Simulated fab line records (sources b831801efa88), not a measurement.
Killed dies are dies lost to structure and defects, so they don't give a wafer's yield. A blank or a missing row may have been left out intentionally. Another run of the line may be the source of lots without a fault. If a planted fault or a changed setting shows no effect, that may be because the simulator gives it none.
fab line records -- flow gf180mcu
[record] lots = 13, wafers = 37, lastDay = 34
route steps=602 shown STI@15 M2@362 M4@471 V4@477
lots that met no fault: from a run of the same line without faults
startH: start of the lot's first displayed wafer, in hours after the record's first day -- waitH: hours since the lot's step before -- " unchanged from the row above -- L1.1+2: one row covering several wafers at once -- - no value, or no start was given -- * or withheld: withheld -- < > ~ a bound
route shown NAME@n: NAME is a module with steps in the file, n the number in the route of the first one -- usual: mean/standard deviation taken from wafers without a fault -- same: alike in all rows -- chamber/n: place in a boat -- sites: readings site by site -- _std_site: how widely they spread, as a standard deviation -- _edge_site: the outer-site mean with the inner-site mean subtracted -- radiusMm: how far each site lies from the wafer's centre -- mask NAME#n: copy n -- behind: the most recent tool/chamber to have shaped the wafer -- hold: the reason the lot was held/the length of the hold in hours/how it ended -- device: which transistor (n, p or np) failed to switch -- end of line: tests run on the same wafers once the route is complete -- where a step has no rows: the recipe by itself -- killed: at the first sort, the dies lost to defects and structure; wafer yield is something else -- map: shows each die of a wafer: x if killed, . if not, _ if none is there
set.NAME: the setting as run; set.NAME@STEP: as run at that earlier step -- model.NAME: the simulator's own value behind a step, which no gauge read
a sample of lots followed through the steps of the route, with each step as a table and each wafer as a row
services: from which hour (startH, from the record's first day; less than 0 if before it) a tool's chamber was out of use, for how many hours, and why
[[steps]]
[step GF_STI_ETCH_14]
[recipe] target = Si, chemistry = HBr/Cl2/O2, targetDepthNm = 360, icpW = 600, biasW = 150, pressureMtorr = 15, HBr_flow_sccm = 150, Cl2_flow_sccm = 40, O2_flow_sccm = 6, timeS = 102.9
[usual] drypumpMotorCurrentA = 5.7/0.39, oesProductAu = 0.999/0.0071, runLengthS = 131.3/0.34, throttleValvePct = 25.657/0.01
lot.wafer,tool,chamber,startH,waitH,drypumpMotorCurrentA,oesProductAu,rfHoursCounterH,runLengthS,throttleValvePct
L431.2,rieSi-01,3,26.05,0.0,5.4,0.992,61,131.4,25.654
L431.3,rieSi-01,2,26.05,0.0,5.5,0.991,59,131.1,25.656
L431.6,rieSi-01,0,26.05,0.0,5.7,1.001,-,131.2,25.666
L432.1,rieSi-02,0,31.69,0.0,6.1,1.009,60,130.9,25.651
L432.2,rieSi-02,3,31.69,0.0,6.0,1.013,143,130.5,25.648
L432.3,rieSi-02,1,31.69,0.0,5.0,1.005,3,131.4,25.649
L433.4,rieSi-02,0,36.29,0.0,6.1,0.996,60,130.8,25.653
L433.5,rieSi-02,2,36.29,0.0,6.2,1.000,-,130.9,25.668
L433.6,rieSi-02,1,36.29,0.0,5.0,1.009,-,131.2,25.655
L436.1,rieSi-02,3,51.45,0.0,6.0,1.007,143,130.9,25.644
L436.4,rieSi-02,2,51.45,0.0,6.2,0.994,3,130.9,25.646
L436.5,rieSi-02,0,51.45,0.0,6.1,1.008,-,130.6,25.645
L437.4,rieSi-01,1,55.75,0.0,6.1,1.006,2,131.5,25.656
L437.5,rieSi-01,3,55.75,0.0,5.3,1.004,-,131.5,25.658
L437.6,rieSi-01,2,55.75,0.0,5.5,0.989,-,131.5,25.650
L438.2,rieSi-01,1,61.35,0.0,6.1,0.998,2,131.4,25.638
L438.3,rieSi-01,0,61.35,0.0,5.7,0.990,147,122.9,25.647
L438.4,rieSi-01,3,61.35,0.0,5.3,1.000,62,131.4,25.658
L439.3,rieSi-01,0,68.30,0.0,5.7,1.001,147,123.0,25.637
L439.5,rieSi-01,2,68.30,0.0,5.5,1.001,-,131.1,25.649
L440.1,rieSi-01,3,72.68,0.0,5.3,1.003,62,123.2,25.670
L440.5,rieSi-01,2,72.68,0.0,5.5,1.007,-,131.3,25.658
L449.1,rieSi-02,1,117.80,0.0,5.1,1.000,4,131.2,25.655
L449.4,rieSi-02,2,117.80,0.0,6.2,0.999,-,131.6,25.658
L449.6,rieSi-02,0,117.80,0.0,6.1,1.006,-,131.1,25.645
L450.2,rieSi-02,1,123.74,0.0,5.0,1.010,4,131.4,25.671
L450.3,rieSi-02,0,123.74,0.0,6.1,0.998,61,131.1,25.660
L450.5,rieSi-02,0,123.74,0.0,6.1,0.989,-,130.9,25.664
L452.3,rieSi-01,0,133.88,0.0,5.7,0.991,0,132.0,25.670
L452.5,rieSi-01,3,133.88,0.0,5.3,1.002,-,131.5,25.663
L452.6,rieSi-01,2,133.88,0.0,5.5,0.996,-,131.1,25.661
L453.1,rieSi-01,3,139.27,0.0,5.3,0.993,63,131.7,25.680
L453.5,rieSi-01,0,139.27,0.0,5.7,0.987,-,131.1,25.662
L453.6,rieSi-01,3,139.27,0.0,5.4,0.995,-,131.5,25.660
L454.2,rieSi-01,0,145.04,0.0,5.7,0.998,0,131.4,25.665
L454.3,rieSi-01,1,145.04,0.0,6.1,1.002,3,131.1,25.647
L454.6,rieSi-01,3,145.04,0.0,5.3,1.005,-,131.5,25.658
[step GF_STI_STRIP_15]
[recipe] chemistry = O2/N2, powerW = 1400, pressureMtorr = 1500, platenTempC = 250, o2FlowSccm = 3000, n2FlowSccm = 300, overashFraction = 0.5
[usual] drypumpMotorCurrentA = 5.8/0.51, heaterPowerW = 343/54, oesProductAu = 0.383/0.0049, stripTimeToEndpointS = 3.72/0.038
lot.wafer,tool,chamber,startH,waitH,drypumpMotorCurrentA,heaterPowerW,oesProductAu,rfHoursCounterH,stripTimeToEndpointS
L431.2,plasmaAsher-04,1,26.12,0.0,6.1,280,0.379,26,3.68
L431.3,plasmaAsher-04,1,26.12,0.0,6.1,274,0.381,-,3.70
L431.6,plasmaAsher-04,0,26.12,0.0,5.5,341,0.377,-,3.72
L432.1,plasmaAsher-04,1,31.77,0.0,6.1,267,0.378,27,3.71
L432.2,plasmaAsher-04,0,31.77,0.0,5.6,344,0.382,27,3.71
L432.3,plasmaAsher-04,0,31.77,0.0,5.6,337,0.376,-,3.67
L433.4,plasmaAsher-02,0,36.39,0.1,6.0,353,0.386,-,3.67
L433.5,plasmaAsher-02,0,36.39,0.1,6.0,340,0.379,-,3.64
L433.6,plasmaAsher-02,1,36.39,0.1,6.7,395,0.381,-,3.67
L436.1,plasmaAsher-01,0,51.52,0.0,4.9,293,0.381,40,3.65
L436.4,plasmaAsher-01,0,51.52,0.0,4.9,297,0.379,-,3.74
L436.5,plasmaAsher-01,0,51.52,0.0,4.9,300,0.379,-,3.67
L437.4,plasmaAsher-04,0,55.85,0.1,5.6,343,0.394,-,3.77
L437.5,plasmaAsher-04,0,55.85,0.1,5.6,340,0.388,-,3.80
L437.6,plasmaAsher-04,1,55.85,0.1,6.1,266,0.381,-,3.68
L438.2,plasmaAsher-02,0,61.42,0.0,6.0,346,0.385,43,3.75
L438.3,plasmaAsher-02,0,61.42,0.0,6.0,347,0.390,-,3.89
L438.4,plasmaAsher-02,1,61.42,0.0,6.6,391,0.379,-,3.74
L439.3,plasmaAsher-01,1,68.40,0.1,5.7,414,0.392,-,3.84
L439.5,plasmaAsher-01,0,68.40,0.1,4.9,290,0.393,-,3.78
L440.1,plasmaAsher-01,1,72.76,0.0,5.8,421,0.384,42,3.80
L440.5,plasmaAsher-01,0,72.76,0.0,4.9,289,0.381,-,3.69
L449.1,plasmaAsher-01,0,117.87,0.0,4.9,290,0.385,0,3.71
L449.4,plasmaAsher-01,0,117.87,0.0,4.9,294,0.381,-,3.71
L449.6,plasmaAsher-01,1,117.87,0.0,5.8,432,0.380,-,3.70
L450.2,plasmaAsher-02,1,123.82,0.0,6.6,394,0.383,50,3.75
L450.3,plasmaAsher-02,0,123.82,0.0,6.0,353,0.386,-,3.80
L450.5,plasmaAsher-02,1,123.82,0.0,6.6,396,0.392,-,3.80
L452.3,plasmaAsher-04,1,133.99,0.1,6.1,269,0.379,-,3.74
L452.5,plasmaAsher-04,0,133.99,0.1,5.6,343,0.381,-,3.68
L452.6,plasmaAsher-04,1,133.99,0.1,6.1,277,0.380,-,3.73
L453.1,plasmaAsher-01,0,139.34,0.0,4.9,295,0.387,2,3.81
L453.5,plasmaAsher-01,0,139.34,0.0,4.9,295,0.385,-,3.77
L453.6,plasmaAsher-01,1,139.34,0.0,5.8,419,0.371,-,3.73
L454.2,plasmaAsher-02,1,145.12,0.0,6.7,387,0.381,52,3.76
L454.3,plasmaAsher-02,0,145.12,0.0,6.0,354,0.390,-,3.71
L454.6,plasmaAsher-02,0,145.12,0.0,6.1,352,0.387,-,3.76
[step GF_M2_SPUTTER_00]
[recipe] material = Ti, targetThkNm = 37.5, arrivingIonEnergyEv = 80, substrateTempC = 200, chamberPressurePa = 2, powerW = 4000, timeS = 150
[usual] throttleValvePct = 30.4/0.99
lot.wafer,tool,chamber,startH,waitH,throttleValvePct
L431.2,pvdSputter-01,-,427.24,0.1,29.6
L431.3,pvdSputter-01,-,427.24,0.1,30.6
L431.6,pvdSputter-01,-,427.24,0.1,30.6
L432.1,pvdSputter-02,-,433.15,0.1,30.2
L432.2,pvdSputter-02,-,433.15,0.1,31.0
L432.3,pvdSputter-02,-,433.15,0.1,28.4
L433.4,pvdSputter-01,-,455.00,0.2,30.4
L433.5,pvdSputter-01,-,455.00,0.2,30.8
L433.6,pvdSputter-01,-,455.00,0.2,31.2
L436.1,pvdSputter-02,-,473.81,0.2,29.7
L436.4,pvdSputter-02,-,473.81,0.2,28.5
L436.5,pvdSputter-02,-,473.81,0.2,29.5
L437.4,pvdSputter-02,-,480.40,0.2,30.7
L437.5,pvdSputter-02,-,480.40,0.2,30.7
L437.6,pvdSputter-02,-,480.40,0.2,28.2
L438.2,pvdSputter-02,-,491.75,0.1,28.5
L438.3,pvdSputter-02,-,491.75,0.1,29.8
L438.4,pvdSputter-02,-,491.75,0.1,30.6
L439.3,pvdSputter-02,-,500.54,0.2,30.0
L439.5,pvdSputter-02,-,500.54,0.2,28.3
L440.1,pvdSputter-01,-,507.75,0.1,31.1
L440.5,pvdSputter-01,-,507.75,0.1,30.9
L449.1,pvdSputter-03,-,579.87,0.1,30.8
L449.4,pvdSputter-03,-,579.87,0.1,31.4
L449.6,pvdSputter-03,-,579.87,0.1,30.0
L450.2,pvdSputter-03,-,584.32,0.1,32.3
L450.3,pvdSputter-03,-,584.32,0.1,30.7
L450.5,pvdSputter-03,-,584.32,0.1,30.8
L452.3,pvdSputter-01,-,604.28,0.2,31.1
L452.5,pvdSputter-01,-,604.28,0.2,31.2
L452.6,pvdSputter-01,-,604.28,0.2,29.7
L453.1,pvdSputter-02,-,608.56,0.1,30.0
L453.5,pvdSputter-02,-,608.56,0.1,29.9
L453.6,pvdSputter-02,-,608.56,0.1,28.5
L454.2,pvdSputter-03,-,612.40,0.1,32.2
L454.3,pvdSputter-03,-,612.40,0.1,30.2
L454.6,pvdSputter-03,-,612.40,0.1,31.3
[step GF_M4_OVL_MEAS_15]
[usual] M4_OVL = 1/5.2
lot.wafer,tool,chamber,startH,waitH,M4_OVL[nm]
L431.2,overlay-02,-,553.25,0.1,1
L431.3,overlay-02,-,553.25,0.1,-2
L431.6,overlay-02,-,553.25,0.1,-6
L432.1,overlay-01,-,558.31,0.1,0
L432.2,overlay-01,-,558.31,0.1,-1
L432.3,overlay-01,-,558.31,0.1,-6
L433.4,overlay-02,-,578.37,0.1,8
L433.5,overlay-02,-,578.37,0.1,7
L433.6,overlay-02,-,578.37,0.1,4
L436.1,overlay-02,-,594.26,0.1,1
L436.4,overlay-02,-,594.26,0.1,1
L436.5,overlay-02,-,594.26,0.1,2
L437.4,overlay-01,-,600.37,0.1,7
L437.5,overlay-01,-,600.37,0.1,5
L437.6,overlay-01,-,600.37,0.1,3
L438.2,overlay-01,-,610.66,0.1,2
L438.3,overlay-01,-,610.66,0.1,3
L438.4,overlay-01,-,610.66,0.1,5
L439.3,overlay-01,-,618.74,0.1,1
L439.5,overlay-01,-,618.74,0.1,2
L440.1,overlay-01,-,626.10,0.1,-3
L440.5,overlay-01,-,626.10,0.1,-1
L449.1,overlay-02,-,688.10,0.1,-2
L449.4,overlay-02,-,688.10,0.1,2
L449.6,overlay-02,-,688.10,0.1,5
L450.2,overlay-01,-,692.86,0.1,3
L450.3,overlay-01,-,692.86,0.1,-2
L450.5,overlay-01,-,692.86,0.1,-1
L452.3,overlay-01,-,711.62,0.1,-4
L452.5,overlay-01,-,711.62,0.1,-1
L452.6,overlay-01,-,711.62,0.1,-2
L453.1,overlay-02,-,714.50,0.1,1
L453.5,overlay-02,-,714.50,0.1,3
L453.6,overlay-02,-,714.50,0.1,8
L454.2,overlay-01,-,718.40,0.1,-3
L454.3,overlay-01,-,718.40,0.1,8
L454.6,overlay-01,-,718.40,0.1,3
[step GF_V4_THK_MEAS_01]
[recipe] reads = SiO2_of_V4_CVD_00
[usual] V4_CVD_00_THK = 600/4.8
lot.wafer,tool,chamber,startH,waitH,V4_CVD_00_THK[nm]
L431.2,filmMetro-03,-,554.12,0.0,604
L431.3,filmMetro-03,-,554.12,0.0,604
L431.6,filmMetro-03,-,554.12,0.0,602
L432.1,filmMetro-03,-,559.11,0.0,602
L432.2,filmMetro-03,-,559.11,0.0,592
L432.3,filmMetro-03,-,559.11,0.0,595
L433.4,filmMetro-03,-,579.30,0.0,594
L433.5,filmMetro-03,-,579.30,0.0,595
L433.6,filmMetro-03,-,579.30,0.0,600
L436.1,filmMetro-01,-,595.04,0.0,598
L436.4,filmMetro-01,-,595.04,0.0,606
L436.5,filmMetro-01,-,595.04,0.0,596
L437.4,filmMetro-03,-,601.16,0.0,603
L437.5,filmMetro-03,-,601.16,0.0,599
L437.6,filmMetro-03,-,601.16,0.0,600
L438.2,filmMetro-02,-,611.44,0.0,604
L438.3,filmMetro-02,-,611.44,0.0,600
L438.4,filmMetro-02,-,611.44,0.0,595
L439.3,filmMetro-01,-,619.52,0.1,611
L439.5,filmMetro-01,-,619.52,0.1,604
L440.1,filmMetro-03,-,626.88,0.0,592
L440.5,filmMetro-03,-,626.88,0.0,597
L449.1,filmMetro-03,-,688.87,0.0,602
L449.4,filmMetro-03,-,688.87,0.0,595
L449.6,filmMetro-03,-,688.87,0.0,602
L450.2,filmMetro-03,-,693.64,0.0,598
L450.3,filmMetro-03,-,693.64,0.0,590
L450.5,filmMetro-03,-,693.64,0.0,597
L452.3,filmMetro-03,-,712.40,0.1,601
L452.5,filmMetro-03,-,712.40,0.1,599
L452.6,filmMetro-03,-,712.40,0.1,605
L453.1,filmMetro-01,-,715.28,0.0,598
L453.5,filmMetro-01,-,715.28,0.0,595
L453.6,filmMetro-01,-,715.28,0.0,599
L454.2,filmMetro-03,-,719.22,0.0,602
L454.3,filmMetro-03,-,719.22,0.0,602
L454.6,filmMetro-03,-,719.22,0.0,611
[[services]]
tool,chamber,startH,hours,kind
rieSi-02,0,9.82,1.5,repair
pvdSputter-02,-,16.76,0.6,repair
rieSi-01,-,19.99,2.8,pm
pvdSputter-02,-,53.53,3.8,repair
rieSi-02,0,78.02,6.7,repair
rieSi-02,2,98.76,5.9,repair
rieSi-01,2,136.09,5.5,repair
pvdSputter-02,-,186.87,5.9,repair
rieSi-02,1,243.69,8.7,repair
pvdSputter-02,-,312.69,1.9,repair
rieSi-02,1,323.43,4.8,repair
rieSi-01,1,366.74,2.1,repair
rieSi-01,2,373.78,7.2,repair
rieSi-02,-,400.54,0.6,repair
rieSi-01,1,411.18,1.2,repair
rieSi-02,0,413.74,3.0,repair
pvdSputter-02,-,416.07,5.7,repair
rieSi-02,1,429.96,9.8,repair
rieSi-01,0,440.65,15.9,repair
rieSi-02,0,468.05,13.9,repair
rieSi-01,0,505.06,5.6,repair
pvdSputter-02,-,519.29,2.9,repair
rieSi-01,1,522.15,8.3,repair
rieSi-01,-,595.17,0.9,repair
[[key]]
[firstSign] step = GF_STI_ETCH_14, reading = runLengthS, direction = down, sigmas = 24, usual = *, struck = *
[effect] step = GF_STI_STRIP_15, reading = stripTimeToEndpointS, direction = up, sigmas = 3.3, usual = *, struck = *
metAt GF_STI_ETCH_14
struckLots L438,L439,L440
struckWafers L438.3,L439.3,L440.1
testerLeftOut L438,L439,L440
notActingAt GF_M2_SPUTTER_00,GF_M4_OVL_MEAS_15,GF_V4_THK_MEAS_01
onsetBetween 55.75 61.35
[fault] kind = processParameterDrift, tool = rieSi-01, chamber = -, onsetH = 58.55, steps = GF_STI_ETCH_14, channel = timeS, offset = *, shape = step, endH = 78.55, scope = struckWafersOnly, actsIn = *, stated = *
// testerLeftOut: of these lots the tester's yield and bins aren't shown, on N5 and GAA mostly nor the transistor test; their killed dies are dies lost to structure and defects alone, not to doping, threshold or leakage, so they don't give the yield
